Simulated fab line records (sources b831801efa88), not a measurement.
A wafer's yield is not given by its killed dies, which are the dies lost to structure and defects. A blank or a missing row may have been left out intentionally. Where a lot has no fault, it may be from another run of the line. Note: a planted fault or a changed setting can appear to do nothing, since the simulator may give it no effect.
Which tool is to blame? || flow gf180mcu || 39 wafers from 13 lots sampled at 4 of the route's 602 steps

== WHAT THE GAUGES SHOWED, per wafer ==
GF_VT_IMPLANT_OVL_MEAS_18. Usual: for VT_IMPLANT_01_OVL the level is -1.2 nm and the standard deviation is 1.5.
{"lot": "L475", "measured": "day 6 10:14", "on": "overlay-02", "VT_IMPLANT_01_OVL (nm)": "-3.8 -2.7 -4.7", "flag": ""}
{"lot": "L476", "measured": "day 6 16:44", "on": "overlay-01", "VT_IMPLANT_01_OVL (nm)": "-1.4 -1.4 -1.8", "flag": ""}
{"lot": "L477", "measured": "day 6 22:31", "on": "overlay-01", "VT_IMPLANT_01_OVL (nm)": "-1.4 -1.9 -2.3", "flag": ""}
{"lot": "L479", "measured": "day 7 08:55", "on": "overlay-01", "VT_IMPLANT_01_OVL (nm)": "0.7 -0.6 0.5", "flag": ""}
{"lot": "L482", "measured": "day 8 06:10", "on": "overlay-02", "VT_IMPLANT_01_OVL (nm)": "-1.1 -2.1 -0.1", "flag": ""}
{"lot": "L481", "measured": "day 8 08:14", "on": "overlay-02", "VT_IMPLANT_01_OVL (nm)": "0.2 0.8 -1.0", "flag": ""}
{"lot": "L485", "measured": "day 9 06:14", "on": "overlay-02", "VT_IMPLANT_01_OVL (nm)": "-3.5 -5.1 -1.2", "flag": ""}
{"lot": "L489", "measured": "day 10 02:29", "on": "overlay-02", "VT_IMPLANT_01_OVL (nm)": "-1.4 -0.9 -0.9", "flag": ""}
{"lot": "L493", "measured": "day 11 11:17", "on": "overlay-02", "VT_IMPLANT_01_OVL (nm)": "-2.0 -3.7 -1.7", "flag": ""}
{"lot": "L494", "measured": "day 11 19:56", "on": "overlay-02", "VT_IMPLANT_01_OVL (nm)": "1.1 -0.6 -2.6", "flag": ""}
{"lot": "L495", "measured": "day 12 03:47", "on": "overlay-01", "VT_IMPLANT_01_OVL (nm)": "0.9 1.9 -0.8", "flag": ""}
{"lot": "L496", "measured": "day 12 04:16", "on": "overlay-01", "VT_IMPLANT_01_OVL (nm)": "0.2 0.4 -1.5", "flag": ""}
{"lot": "L497", "measured": "day 12 21:04", "on": "overlay-02", "VT_IMPLANT_01_OVL (nm)": "-3.5 -2.6 -2.6", "flag": ""}

GF_VT_IMPLANT_TW_MEAS_32. Usual: for VT_IMPLANT_3_TW the level is 269.4 and the standard deviation is 2.4.
{"lot": "L475", "measured": "day 7 00:42", "on": "film_metro-02", "VT_IMPLANT_3_TW": "266.6 268.3 266.9", "flag": ""}
{"lot": "L476", "measured": "day 7 07:38", "on": "film_metro-02", "VT_IMPLANT_3_TW": "266.2 267.3 268.3", "flag": ""}
{"lot": "L477", "measured": "day 7 13:49", "on": "film_metro-02", "VT_IMPLANT_3_TW": "267.4 267.2 268.2", "flag": ""}
{"lot": "L479", "measured": "day 8 00:34", "on": "film_metro-02", "VT_IMPLANT_3_TW": "264.5 265.4 266.4", "flag": ""}
{"lot": "L482", "measured": "day 8 22:53", "on": "film_metro-01", "VT_IMPLANT_3_TW": "272.0 274.3 274.8", "flag": ""}
{"lot": "L481", "measured": "day 9 00:59", "on": "film_metro-01", "VT_IMPLANT_3_TW": "271.9 272.6 272.7", "flag": ""}
{"lot": "L485", "measured": "day 10 00:40", "on": "film_metro-02", "VT_IMPLANT_3_TW": "266.0 267.9 266.1", "flag": ""}
{"lot": "L489", "measured": "day 10 20:31", "on": "film_metro-01", "VT_IMPLANT_3_TW": "271.4 271.6 270.0", "flag": ""}
{"lot": "L493", "measured": "day 12 06:01", "on": "film_metro-01", "VT_IMPLANT_3_TW": "272.8 273.6 271.2", "flag": ""}
{"lot": "L494", "measured": "day 12 15:38", "on": "film_metro-03", "VT_IMPLANT_3_TW": "272.9 271.6 271.6", "flag": ""}
{"lot": "L495", "measured": "day 12 22:57", "on": "film_metro-03", "VT_IMPLANT_3_TW": "271.3 271.8 272.8", "flag": ""}
{"lot": "L496", "measured": "day 12 23:50", "on": "film_metro-01", "VT_IMPLANT_3_TW": "271.3 272.3 270.5", "flag": ""}
{"lot": "L497", "measured": "day 13 17:19", "on": "film_metro-03", "VT_IMPLANT_3_TW": "271.7 270.9 270.6", "flag": ""}

== WHAT TOOL EACH LOT RAN ON (gives the tool, then ch and the chambers of the sampled wafers, and finally the start) ==
{"lot": "L475", "GF_NWELL_STRIP_10": "plasma_asher-03 ch 0,1, day 3 14:01", "GF_LVPWELL_EXPOSE_04": "iline_stepper-01 ch 0, day 3 20:09"}
{"lot": "L476", "GF_NWELL_STRIP_10": "plasma_asher-02 ch 0,1, day 3 19:49", "GF_LVPWELL_EXPOSE_04": "iline_stepper-01 ch 0, day 4 02:07"}
{"lot": "L477", "GF_NWELL_STRIP_10": "plasma_asher-03 ch 0,1, day 3 23:51", "GF_LVPWELL_EXPOSE_04": "iline_stepper-02 ch 0, day 4 06:23"}
{"lot": "L479", "GF_NWELL_STRIP_10": "plasma_asher-02 ch 0,1, day 4 08:53", "GF_LVPWELL_EXPOSE_04": "iline_stepper-02 ch 0, day 4 15:16"}
{"lot": "L482", "GF_NWELL_STRIP_10": "plasma_asher-03 ch 0,1, day 5 03:34", "GF_LVPWELL_EXPOSE_04": "iline_stepper-02 ch 0, day 5 10:52"}
{"lot": "L481", "GF_NWELL_STRIP_10": "plasma_asher-04 ch 0,1, day 5 05:58", "GF_LVPWELL_EXPOSE_04": "iline_stepper-01 ch 0, day 5 13:23"}
{"lot": "L485", "GF_NWELL_STRIP_10": "plasma_asher-04 ch 0,1, day 6 01:43", "GF_LVPWELL_EXPOSE_04": "iline_stepper-01 ch 0, day 6 09:04"}
{"lot": "L489", "GF_NWELL_STRIP_10": "plasma_asher-03 ch 0,1, day 6 17:29", "GF_LVPWELL_EXPOSE_04": "iline_stepper-01 ch 0, day 7 00:44"}
{"lot": "L493", "GF_NWELL_STRIP_10": "plasma_asher-02 ch 0,1, day 7 21:16", "GF_LVPWELL_EXPOSE_04": "iline_stepper-01 ch 0, day 8 04:45"}
{"lot": "L494", "GF_NWELL_STRIP_10": "plasma_asher-02 ch 0,1, day 8 03:19", "GF_LVPWELL_EXPOSE_04": "iline_stepper-02 ch 0, day 8 11:26"}
{"lot": "L495", "GF_NWELL_STRIP_10": "plasma_asher-03 ch 0,1, day 8 10:52", "GF_LVPWELL_EXPOSE_04": "iline_stepper-01 ch 0, day 8 19:27"}
{"lot": "L496", "GF_NWELL_STRIP_10": "plasma_asher-02 ch 0,1, day 8 11:56", "GF_LVPWELL_EXPOSE_04": "iline_stepper-01 ch 0, day 8 20:00"}
{"lot": "L497", "GF_NWELL_STRIP_10": "plasma_asher-04 ch 0,1, day 9 01:22", "GF_LVPWELL_EXPOSE_04": "iline_stepper-01 ch 0, day 9 09:54"}
- GF_NWELL_STRIP_10: strips in O2/N2.
- GF_LVPWELL_EXPOSE_04: exposes mask LVPWELL, target cd 600 nm.

== AS READ BY THE TOOLS THEMSELVES (means over the sampled wafers that have a number; for cases with no such wafer, the mark the record gives instead) ==
GF_NWELL_STRIP_10. Usual: drypump_motor_current_A 5.7 A, standard deviation 0.42; heater_power_w 341 W, standard deviation 45; oes_product_au 0.722 a.u., standard deviation 0.005; strip_time_to_endpoint_s 36.97 s, standard deviation 0.1.
{"lot": "L475", "tool": "plasma_asher-03", "drypump_motor_current_A (A)": 5.4, "heater_power_w (W)": 351, "oes_product_au (a.u.)": 0.721, "strip_time_to_endpoint_s (s)": 37.02, "flag": ""}
{"lot": "L476", "tool": "plasma_asher-02", "drypump_motor_current_A (A)": 6.1, "heater_power_w (W)": 336, "oes_product_au (a.u.)": 0.724, "strip_time_to_endpoint_s (s)": 37.00, "flag": ""}
{"lot": "L477", "tool": "plasma_asher-03", "drypump_motor_current_A (A)": 5.4, "heater_power_w (W)": 346, "oes_product_au (a.u.)": 0.723, "strip_time_to_endpoint_s (s)": 36.98, "flag": ""}
{"lot": "L479", "tool": "plasma_asher-02", "drypump_motor_current_A (A)": 6.0, "heater_power_w (W)": 372, "oes_product_au (a.u.)": 0.719, "strip_time_to_endpoint_s (s)": 36.90, "flag": ""}
{"lot": "L482", "tool": "plasma_asher-03", "drypump_motor_current_A (A)": 5.4, "heater_power_w (W)": 353, "oes_product_au (a.u.)": 0.724, "strip_time_to_endpoint_s (s)": 36.99, "flag": ""}
{"lot": "L481", "tool": "plasma_asher-04", "drypump_motor_current_A (A)": 6.0, "heater_power_w (W)": 294, "oes_product_au (a.u.)": 0.719, "strip_time_to_endpoint_s (s)": 36.90, "flag": ""}
{"lot": "L485", "tool": "plasma_asher-04", "drypump_motor_current_A (A)": 6.0, "heater_power_w (W)": 299, "oes_product_au (a.u.)": 0.719, "strip_time_to_endpoint_s (s)": 37.14, "flag": ""}
{"lot": "L489", "tool": "plasma_asher-03", "drypump_motor_current_A (A)": 5.2, "heater_power_w (W)": 353, "oes_product_au (a.u.)": 0.722, "strip_time_to_endpoint_s (s)": 37.08, "flag": ""}
{"lot": "L493", "tool": "plasma_asher-02", "drypump_motor_current_A (A)": 6.1, "heater_power_w (W)": 330, "oes_product_au (a.u.)": 0.724, "strip_time_to_endpoint_s (s)": 36.97, "flag": ""}
{"lot": "L494", "tool": "plasma_asher-02", "drypump_motor_current_A (A)": 6.0, "heater_power_w (W)": 371, "oes_product_au (a.u.)": 0.723, "strip_time_to_endpoint_s (s)": 37.04, "flag": ""}
{"lot": "L495", "tool": "plasma_asher-03", "drypump_motor_current_A (A)": 5.4, "heater_power_w (W)": 346, "oes_product_au (a.u.)": 0.720, "strip_time_to_endpoint_s (s)": 36.77, "flag": ""}
{"lot": "L496", "tool": "plasma_asher-02", "drypump_motor_current_A (A)": 6.1, "heater_power_w (W)": 329, "oes_product_au (a.u.)": 0.721, "strip_time_to_endpoint_s (s)": 36.98, "flag": ""}
{"lot": "L497", "tool": "plasma_asher-04", "drypump_motor_current_A (A)": 5.8, "heater_power_w (W)": 322, "oes_product_au (a.u.)": 0.723, "strip_time_to_endpoint_s (s)": 36.77, "flag": ""}

== THE ANSWER, worked out from the rows above alone ==
Rule: a lot counts as off when the mean over its wafers that have a number is more than 3 standard deviations away from the usual mean. A lot without any number at a reading at which 4 lots or more have one is off too. Any other lot the step has rows for is counted as sound. The gauges are gone through in route order, then the tools' own readings, and for those a lot's mean is taken as printed above. The first step at which some lot is off is used, and at that step the reading that is off furthest; a lot without a number counts as furthest.
No lot is off at any reading shown: from this, nothing can be told.

== WHAT THE SIMULATOR HAD PUT IN ==
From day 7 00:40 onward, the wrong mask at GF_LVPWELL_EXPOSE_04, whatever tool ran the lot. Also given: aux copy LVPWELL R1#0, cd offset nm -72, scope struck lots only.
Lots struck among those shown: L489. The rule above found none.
